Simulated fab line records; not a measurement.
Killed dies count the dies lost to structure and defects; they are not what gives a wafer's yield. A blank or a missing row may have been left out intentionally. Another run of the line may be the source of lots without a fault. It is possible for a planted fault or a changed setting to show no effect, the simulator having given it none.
Which tool did it?    flow sfq line    Sampling: 14 lots, 42 wafers, 4 of 325 route steps

## WHAT EACH GAUGE READ, for each wafer
The record holds no reading of a measuring or inspecting step that can be judged against a usual standard deviation.

## EACH LOT AND THE TOOL THAT RAN IT (in order: tool; ch and the chambers of the sampled wafers; start)
lot   SFQ_TRILAYER_M3_BARC_OPEN_METAL_ETCH_100  SFQ_TRILAYER_JJ_TRILAYER_DEP_SPUTTER_110  SFQ_TRILAYER_JJ_CE_LITHO_COAT_114  SFQ_TRILAYER_M5_BARC_OPEN_METAL_ETCH_161
L822  rie metal-03 ch 0,1, day 36 21:14         pvd sputter-04, day 43 23:45              litho track-01 ch 0, day 44 01:31  rie metal-01 ch 0,1, day 49 15:17
L823  rie metal-03 ch 0,1, day 37 05:38         pvd sputter-05, day 49 12:35              litho track-03 ch 0, day 49 14:20  rie metal-01 ch 0,1, day 50 16:35
L824  rie metal-03 ch 0,1, day 37 08:02         pvd sputter-03, day 49 14:23              litho track-01 ch 0, day 49 21:37  rie metal-01 ch 0,1, day 50 18:59
L825  rie metal-03 ch 0,1, day 37 10:25         pvd sputter-05, day 49 17:23              litho track-01 ch 0, day 49 18:58  rie metal-04 ch 0,1, day 50 17:46
L832  rie metal-02 ch 0,1, day 40 13:28         pvd sputter-03, day 55 13:25              litho track-04 ch 0, day 55 15:00  rie metal-02 ch 0,1, day 56 02:13
L833  rie metal-01 ch 0,1, day 40 21:52         pvd sputter-04, day 55 18:13              litho track-01 ch 0, day 55 19:48  rie metal-01 ch 0,1, day 56 22:57
L834  rie metal-01 ch 0,1, day 41 02:41         pvd sputter-04, day 56 02:37              litho track-01 ch 0, day 56 04:26  rie metal-04 ch 1, day 57 18:47
L835  rie metal-02 ch 0,1, day 41 14:40         pvd sputter-05, day 56 13:24              litho track-04 ch 0, day 56 15:02  rie metal-02 ch 0,1, day 61 15:03
L837  rie metal-03 ch 0,1, day 42 03:57         pvd sputter-03, day 57 03:59              litho track-04 ch 0, day 57 05:37  rie metal-04 ch 0, day 62 04:15
L841  rie metal-01 ch 1, day 43 17:56           pvd sputter-04, day 58 16:02              litho track-03 ch 0, day 58 17:40  rie metal-01 ch 0, day 63 22:48
L842  rie metal-03 ch 0,1, day 43 23:55         pvd sputter-05, day 58 17:14              litho track-03 ch 0, day 58 18:52  rie metal-01 ch 0,1, day 64 07:37
L843  rie metal-01 ch 0, day 48 22:30           pvd sputter-04, day 60 06:22              litho track-03 ch 0, day 60 08:02  rie metal-04 ch 0,1, day 69 02:55
L844  rie metal-03 ch 0,1, day 50 17:35         pvd sputter-04, day 60 16:05              litho track-03 ch 0, day 60 17:46  rie metal-02 ch 0,1, day 69 12:31
L845  rie metal-02 ch 0,1, day 50 21:10         pvd sputter-03, day 60 19:41              litho track-04 ch 0, day 60 21:19  rie metal-01 ch 1, day 69 14:54
- SFQ_TRILAYER_M3_BARC_OPEN_METAL_ETCH_100: etches BARC in O2, target depth 125 nm, time 41.7 s.
- SFQ_TRILAYER_JJ_TRILAYER_DEP_SPUTTER_110: material Al, target thk 8 nm, time 10 s.
- SFQ_TRILAYER_JJ_CE_LITHO_COAT_114: resist thk 600 nm.
- SFQ_TRILAYER_M5_BARC_OPEN_METAL_ETCH_161: etches BARC in O2, target depth 125 nm, time 41.7 s.

## AS READ BY THE TOOLS THEMSELVES (means over the sampled wafers that have a number; for cases with no such wafer, the mark the record gives instead)
SFQ_TRILAYER_M3_BARC_OPEN_METAL_ETCH_100. Usual: drypump motor current A 6.04 A, standard deviation 0.28; he backside leak sccm 3.62 sccm, standard deviation 0.16; oes product au 0.685 a.u., standard deviation 0.0042.
lot   tool          drypump motor current A (A)  he backside leak sccm (sccm)  oes product au (a.u.)  flag
L822  rie metal-03  5.95                         3.54                          0.687                  
L823  rie metal-03  6.13                         3.59                          0.684                  
L824  rie metal-03  6.13                         3.50                          0.686                  
L825  rie metal-03  5.94                         3.53                          0.683                  
L832  rie metal-02  6.34                         3.53                          0.688                  
L833  rie metal-01  5.72                         3.83                          0.690                  
L834  rie metal-01  5.73                         3.82                          0.690                  
L835  rie metal-02  6.28                         3.60                          0.686                  
L837  rie metal-03  6.13                         3.60                          0.687                  
L841  rie metal-01  5.79                         3.86                          0.686                  
L842  rie metal-03  6.12                         3.49                          0.683                  
L843  rie metal-01  5.68                         3.47                          0.681                  
L844  rie metal-03  5.94                         3.52                          0.686                  
L845  rie metal-02  6.33                         3.78                          0.689                  

SFQ_TRILAYER_JJ_TRILAYER_DEP_SPUTTER_110. Usual: base pressure pa 1.33e-06 Pa, standard deviation 7.7e-08; chamber pressure pa 0.3999 Pa, standard deviation 0.00086; throttle valve pct 30.1 %, standard deviation 0.6.
lot   tool            base pressure pa (Pa)  chamber pressure pa (Pa)  throttle valve pct (%)  flag
L822  pvd sputter-04  1.29e-06               0.3993                    29.7                    
L823  pvd sputter-05  1.31e-06               0.3994                    29.9                    
L824  pvd sputter-03  1.37e-06               0.4004                    30.0                    
L825  pvd sputter-05  1.38e-06               0.4005                    30.5                    
L832  pvd sputter-03  1.32e-06               0.4001                    29.9                    
L833  pvd sputter-04  1.37e-06               0.4001                    30.4                    
L834  pvd sputter-04  1.27e-06               0.4005                    30.4                    
L835  pvd sputter-05  1.38e-06               0.4006                    30.4                    
L837  pvd sputter-03  1.34e-06               0.4001                    29.8                    
L841  pvd sputter-04  1.21e-06               0.4006                    29.7                    
L842  pvd sputter-05  1.28e-06               0.3991                    30.3                    
L843  pvd sputter-04  1.30e-06               0.4002                    29.5                    
L844  pvd sputter-04  1.38e-06               0.3996                    29.4                    
L845  pvd sputter-03  1.30e-06               0.4004                    30.4                    

SFQ_TRILAYER_JJ_CE_LITHO_COAT_114. Usual: 3000.1 rpm for spin speed rpm, sd 1.9.
lot   tool            spin speed rpm (rpm)  flag
L822  litho track-01  3000.4                
L823  litho track-03  2999.3                
L824  litho track-01  2998.5                
L825  litho track-01  3001.6                
L832  litho track-04  2999.2                
L833  litho track-01  2931.6                OFF
L834  litho track-01  2932.4                OFF
L835  litho track-04  3000.5                
L837  litho track-04  3002.6                
L841  litho track-03  3000.8                
L842  litho track-03  2999.7                
L843  litho track-03  2998.7                
L844  litho track-03  3001.3                
L845  litho track-04  3000.6                

SFQ_TRILAYER_M5_BARC_OPEN_METAL_ETCH_161. Usual: drypump motor current A 5.8 A, standard deviation 0.31; he backside leak sccm 3.62 sccm, standard deviation 0.16; oes product au 0.685 a.u., standard deviation 0.005.
lot   tool          drypump motor current A (A)  he backside leak sccm (sccm)  oes product au (a.u.)  flag
L822  rie metal-01  5.7                          3.65                          0.689                  
L823  rie metal-01  5.8                          3.40                          0.686                  
L824  rie metal-01  5.8                          3.64                          0.685                  
L825  rie metal-04  5.5                          3.58                          0.686                  
L832  rie metal-02  6.3                          3.53                          0.686                  
L833  rie metal-01  5.8                          3.74                          0.687                  
L834  rie metal-04  5.9                          3.64                          0.684                  
L835  rie metal-02  6.3                          3.66                          0.688                  
L837  rie metal-04  5.3                          3.67                          0.690                  
L841  rie metal-01  5.7                          3.63                          0.685                  
L842  rie metal-01  5.8                          3.71                          0.690                  
L843  rie metal-04  5.7                          3.63                          0.681                  
L844  rie metal-02  6.3                          3.80                          0.687                  
L845  rie metal-01  5.8                          3.58                          0.685                  

## THE ANSWER, worked out from the rows above alone
Rule: lot off if the mean of its wafers having a number is beyond 3 standard deviations from the usual mean. Also off: a lot with no number at a reading for which 4 or more lots have one. Where the step has rows for the other lots, those lots are counted as sound. First the gauges in route order, then the tools' own readings, where a lot's mean is used as printed above. The first step at which some lot is off is used, and at that step the reading that is off furthest; a lot without a number counts as furthest.
Off: L833, L834 (SFQ_TRILAYER_JJ_CE_LITHO_COAT_114, spin speed rpm).
A tool fits if, at that step or a process step before it, it ran every lot that is off, and no sound lot after the first of them. One fits: SFQ_TRILAYER_JJ_CE_LITHO_COAT_114 on litho track-01. Its last sound lot is L824 (day 49 21:37), its first lot that is off L833 (day 55 19:48): a fault that began between those two fits.
The tool's own readings at SFQ_TRILAYER_JJ_CE_LITHO_COAT_114 bear it out: on the lots that are off they differ by more than 5 times the standard deviation of the sound lots' means. spin speed rpm reads 2932.0 rpm there against 3000.3 rpm on the sound lots.

## WHAT WAS PUT IN BY THE SIMULATOR
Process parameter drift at SFQ_TRILAYER_JJ_CE_LITHO_COAT_114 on litho track-01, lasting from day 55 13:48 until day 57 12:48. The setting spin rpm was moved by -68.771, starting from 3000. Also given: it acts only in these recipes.
Lots struck among those shown: L833, L834. The same result came from the rule above.
